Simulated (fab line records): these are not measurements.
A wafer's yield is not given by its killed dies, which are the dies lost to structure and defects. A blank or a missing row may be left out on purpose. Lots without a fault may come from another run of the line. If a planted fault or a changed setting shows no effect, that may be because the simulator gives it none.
A struck lot beside a sound one | flow sky130 | 14 out of 708 route steps
Sound: these wafers, L959.2, L959.3, L959.5. Wafers L954.1, L954.2, L954.5 were the ones struck. At the end, the cause is stated.
Order at every step that has rows: each side's tool, ch and its chambers, its first start. Under that, the readings that differ: sound wafers | struck wafers | difference of the means | sigmas: that difference in standard deviations of wafers without a fault.
alike: same words and numbers on both sides, and readings whose means sit less than 2 such deviations apart. not compared: any withheld reading, any reading some wafer has no value for, any bound like >300 that may hide the same value, and any number with overlapping values for which the record gives no deviation.
The two part at a step that has a row with sigmas, a row that says differs or no value, or rows on one side only. Numbers that don't overlap but have no deviation are shown without sigmas and don't part them. A reading that every wafer of one side lacks parts them only if that side has two wafers or more.

SKY_METAL2_SPUTTER_02: material AlCu, target thk 250 nm, time 13.3 s.
  struck on pvd sputter-04, day 37 17:53; sound on pvd sputter-02, day 39 05:06
  alike: throttle valve pct
SKY_METAL2_SPUTTER_03: material Ti, target thk 5 nm, time 3.3 s.
  struck on pvd sputter-04, day 37 17:55; sound on pvd sputter-02, day 39 05:08
  alike: throttle valve pct
SKY_METAL2_SPUTTER_04: material TiN, target thk 70 nm, time 58.3 s.
  struck on pvd sputter-04, day 37 17:56; sound on pvd sputter-02, day 39 05:09
  alike: throttle valve pct
SKY_METAL2_RS_MEAS_05: measures by four-point-probe.
  struck on film metro-01, day 37 17:59; sound on film metro-01, day 39 05:13
  alike: METAL2_ALCU_RS
SKY_METAL2_THK_MEAS_06: measures by xrf.
  struck on film metro-01, day 37 18:06; sound on film metro-01, day 39 05:19
  alike: METAL2_ALCU_THK
then, 7 steps without rows for these wafers: SKY_METAL2_DEHYDRATE_07 (time 60 s); SKY_METAL2_HMDS_08 (prime time 60 s); SKY_METAL2_COAT_09 (resist thk 60 nm); SKY_METAL2_COAT_10 (resist thk 450 nm); SKY_METAL2_SOFTBAKE_11 (time 90 s); SKY_METAL2_EXPOSE_12 (exposes mask MM2, target cd 140 nm); SKY_METAL2_PEB_13.
SKY_METAL2_DEVELOP_14: develop time 60 s.
  struck on litho track-01, day 38 19:00; sound on litho track-04 ch 0, day 40 04:00
  no value came back on the struck wafers for chill plate temp C (C), develop time s (s); on the sound wafers chill plate temp C (C) reads 22.87 22.84 23.09
  reading                                       | sound           | struck            | difference | sigmas
  model.KrF-thick_of_METAL2_COAT_10.thk nm (nm) | 438.2 437 437.2 | 449.9 450.2 450.2 | +12.6      |
SKY_METAL2_CD_MEAS_15 targets a cd of 140 nm.
  struck on cd sem-01, day 38 19:30; sound on cd sem-01, day 40 05:04
  reading    | sound             | struck | difference                    | sigmas
  cd nm (nm) | 139.8 140.8 140.3 | - - -  | no value on the struck wafers |

== WHERE THEY PART ==
First at SKY_METAL2_DEVELOP_14; last, within this record, at SKY_METAL2_CD_MEAS_15.

WHY: what the simulator had put in
Skipped step whole: litho track-01, from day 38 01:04 on, at SKY_METAL2_DEVELOP_14. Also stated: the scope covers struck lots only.
